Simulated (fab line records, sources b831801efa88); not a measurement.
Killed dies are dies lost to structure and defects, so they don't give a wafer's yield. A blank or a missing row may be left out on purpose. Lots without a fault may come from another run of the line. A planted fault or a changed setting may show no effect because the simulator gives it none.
Which tool did it? | flow gf180mcu | 13 lots, 39 wafers sampled, at 5 steps of a route of 602

WHAT THE GAUGES READ, wafer by wafer
GF_MVSD_TW_MEAS_11.
lot  | measured    | on            | MVSD_TW
L846 | day 4 12:25 | film_metro-03 | 1572 1570 1577
L847 | day 4 18:16 | film_metro-02 | 1590 1590 1598
L848 | day 5 00:53 | film_metro-03 | 1584 1580 1575
L849 | day 5 07:34 | film_metro-03 | 1564 1580 1586
L851 | day 5 18:18 | film_metro-01 | 1587 1592 1589
L853 | day 6 04:34 | film_metro-01 | 1583 1588 1593
L854 | day 6 10:30 | film_metro-01 | 1597 1586 1581
L855 | day 6 16:38 | film_metro-02 | 1599 1592 1592
L857 | day 7 03:19 | film_metro-02 | 1586 1580 1592
L858 | day 7 08:17 | film_metro-03 | 1581 1577 1580
L860 | day 7 18:32 | film_metro-01 | 1587 1588 1592
L867 | day 9 14:17 | film_metro-02 | 1591 1590 1580
L868 | day 9 18:59 | film_metro-02 | 1575 1582 1581

GF_VT_IMPLANT_TW_MEAS_10.
lot  | measured     | on            | VT_IMPLANT_TW
L846 | day 5 17:28  | film_metro-04 | 561.5 566.0 565.5
L847 | day 5 23:43  | film_metro-01 | 565.1 561.3 560.6
L848 | day 6 06:12  | film_metro-04 | 561.0 563.3 563.7
L849 | day 6 13:03  | film_metro-03 | 565.8 565.9 568.1
L851 | day 7 00:49  | film_metro-01 | 567.2 568.9 567.7
L853 | day 7 11:55  | film_metro-03 | 564.9 561.5 561.2
L854 | day 7 17:55  | film_metro-03 | 560.4 564.8 561.8
L855 | day 8 00:38  | film_metro-01 | 564.8 567.8 566.2
L857 | day 8 12:50  | film_metro-01 | 566.2 564.2 564.9
L858 | day 8 18:04  | film_metro-01 | 564.3 565.0 564.8
L860 | day 9 04:39  | film_metro-01 | 564.7 564.4 563.0
L867 | day 11 02:09 | film_metro-03 | 568.6 567.2 566.1
L868 | day 11 07:40 | film_metro-04 | 563.8 564.6 563.4

GF_VT_IMPLANT_RS_MEAS_47: measures by four-point-probe.
lot  | measured     | on            | NWELL_RS (ohm/sq)
L846 | day 7 14:32  | film_metro-02 | 489.8 487.5 488.3
L847 | day 7 21:53  | film_metro-03 | 488.5 487.7 488.0
L848 | day 8 05:25  | film_metro-02 | 489.3 488.7 490.0
L849 | day 8 13:41  | film_metro-01 | 487.0 489.2 486.3
L851 | day 9 02:59  | film_metro-01 | 487.2 489.3 487.8
L853 | day 9 15:08  | film_metro-01 | 488.3 486.8 488.5
L854 | day 9 21:55  | film_metro-01 | 486.5 487.7 489.3
L855 | day 10 04:36 | film_metro-02 | 521.4 520.8 522.1
L857 | day 10 17:29 | film_metro-01 | 518.3 517.8 518.8
L858 | day 10 22:55 | film_metro-01 | 489.0 488.8 489.6
L860 | day 11 11:17 | film_metro-01 | 519.9 519.4 518.9
L867 | day 13 12:39 | film_metro-02 | 488.0 489.8 487.9
L868 | day 13 18:55 | film_metro-03 | 488.0 487.5 487.4

WHICH TOOL RAN EACH LOT (tool, then ch and the chambers of the sampled wafers, then the start)
lot  | GF_STI_STRIP_15                     | GF_NWELL_IMPLANT_09
L846 | plasma_asher-03 ch 0,1, day 2 01:57 | implanter-04 ch 0, day 3 08:08
L847 | plasma_asher-04 ch 0,1, day 2 08:11 | implanter-04 ch 0, day 3 14:29
L848 | plasma_asher-04 ch 0,1, day 2 12:05 | implanter-04 ch 0, day 3 20:28
L849 | plasma_asher-04 ch 0,1, day 2 17:16 | implanter-03 ch 0, day 4 02:35
L851 | plasma_asher-04 ch 0,1, day 3 04:36 | implanter-03 ch 0, day 4 13:08
L853 | plasma_asher-04 ch 0,1, day 3 15:37 | implanter-01 ch 0, day 4 23:07
L854 | plasma_asher-03 ch 0,1, day 3 20:15 | implanter-01 ch 0, day 5 04:36
L855 | plasma_asher-04 ch 0,1, day 4 01:38 | implanter-01 ch 0, day 5 10:15
L857 | plasma_asher-03 ch 0,1, day 4 11:18 | implanter-01 ch 0, day 5 20:28
L858 | plasma_asher-02 ch 0,1, day 4 14:58 | implanter-03 ch 0, day 6 00:37
L860 | plasma_asher-02 ch 0,1, day 5 01:25 | implanter-01 ch 0, day 6 10:38
L867 | plasma_asher-04 ch 0,1, day 6 13:18 | implanter-03 ch 0, day 8 03:22
L868 | plasma_asher-04 ch 0,1, day 6 18:42 | implanter-03 ch 0, day 8 07:05
- GF_STI_STRIP_15: strips in O2/N2.
- GF_NWELL_IMPLANT_09

WHAT THE TOOLS THEMSELVES READ (means of the sampled wafers that have a number; where no wafer has one, the mark that the record gives instead)
GF_STI_STRIP_15.
lot  | tool            | drypump_motor_current_A (A) | heater_power_w (W) | o2_flow_sccm (sccm) | oes_product_au (a.u.) | strip_time_to_endpoint_s (s)
L846 | plasma_asher-03 | 6.3                         | 303                | 3006                | 0.382                 | 3.58
L847 | plasma_asher-04 | 6.1                         | 431                | 2998                | 0.373                 | 3.59
L848 | plasma_asher-04 | 6.1                         | 432                | 2998                | 0.376                 | 3.52
L849 | plasma_asher-04 | 6.2                         | 394                | 2998                | 0.373                 | 3.54
L851 | plasma_asher-04 | 6.1                         | 393                | 3007                | 0.376                 | 3.53
L853 | plasma_asher-04 | 6.1                         | 393                | 2994                | 0.379                 | 3.61
L854 | plasma_asher-03 | 6.3                         | 300                | 2992                | 0.379                 | 3.65
L855 | plasma_asher-04 | 6.1                         | 393                | 3006                | 0.380                 | 3.63
L857 | plasma_asher-03 | 6.5                         | 309                | 2993                | 0.381                 | 3.61
L858 | plasma_asher-02 | 5.6                         | 293                | 3005                | 0.376                 | 3.58
L860 | plasma_asher-02 | 5.6                         | 289                | 3002                | 0.380                 | 3.63
L867 | plasma_asher-04 | 6.1                         | 395                | 3007                | 0.376                 | 3.61
L868 | plasma_asher-04 | 6.1                         | 428                | 3006                | 0.373                 | 3.59

GF_NWELL_IMPLANT_09.
lot  | tool         | dose_ions_cm2 | faraday_current_uA
L846 | implanter-04 | 4e+12         | 22.6
L847 | implanter-04 | 4e+12         | 22.5
L848 | implanter-04 | 4e+12         | 23.0
L849 | implanter-03 | 4e+12         | 22.5
L851 | implanter-03 | 4e+12         | 22.9
L853 | implanter-01 | 4e+12         | 22.9
L854 | implanter-01 | 4e+12         | 22.2
L855 | implanter-01 | 2e+12         | 14.1
L857 | implanter-01 | 2e+12         | 14.1
L858 | implanter-03 | 4e+12         | 22.7
L860 | implanter-01 | 2e+12         | 13.6
L867 | implanter-03 | 4e+12         | 22.9
L868 | implanter-03 | 4e+12         | 22.1

THE ANSWER, worked out from the rows above alone
Rule: what is usual is taken from the lots themselves. Put in order of their means at a reading, lots are off if they are a third of the lots or fewer, leave a main group of 4 or more, and stand apart from it by a gap of 3 or more times the standard deviation of the main group's means; of several such gaps the widest counts. A main group whose means are all the same, to the digits that the tables above print for the reading, isn't used. A lot without any number at a reading at which 4 lots or more have one is off too. The other lots that the step has rows for count as sound. The gauges are gone through in route order, then the tools' own readings, and for those a lot's mean is taken as printed above. The first step at which some lot is off is used, and at that step the reading that is off furthest; a lot without a number counts as furthest.
Off: L855, L857, L860, at GF_VT_IMPLANT_RS_MEAS_47 (NWELL_RS). The main group: mean 488.3 ohm/sq, standard deviation 0.59.
A tool fits if, at a process step before that reading, it ran every lot that is off, and no sound lot after the first of them. The gauges at GF_VT_IMPLANT_RS_MEAS_47 aren't tried: what is off there is off at GF_NWELL_IMPLANT_09 too, on other tools, and a gauge's error can't cause that. One fits: implanter-01 at GF_NWELL_IMPLANT_09. Its last sound lot is L854 (day 5 04:36), its first lot that is off L855 (day 5 10:15): a fault that began between those two fits.
The tool's own readings at GF_NWELL_IMPLANT_09 bear it out: on the lots that are off they differ by more than 5 times the standard deviation of the sound lots' means. dose_ions_cm2 reads 2e+12 there against 4e+12 on the sound lots; faraday_current_uA reads 13.9 there against 22.6 on the sound lots.

WHAT THE SIMULATOR HAD PUT IN
Process parameter drift: implanter-01, from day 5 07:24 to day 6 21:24, at GF_NWELL_IMPLANT_09. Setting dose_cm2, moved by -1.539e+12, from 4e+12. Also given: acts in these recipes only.
Lots struck among those shown: L855, L857, L860. The rule above found the same.
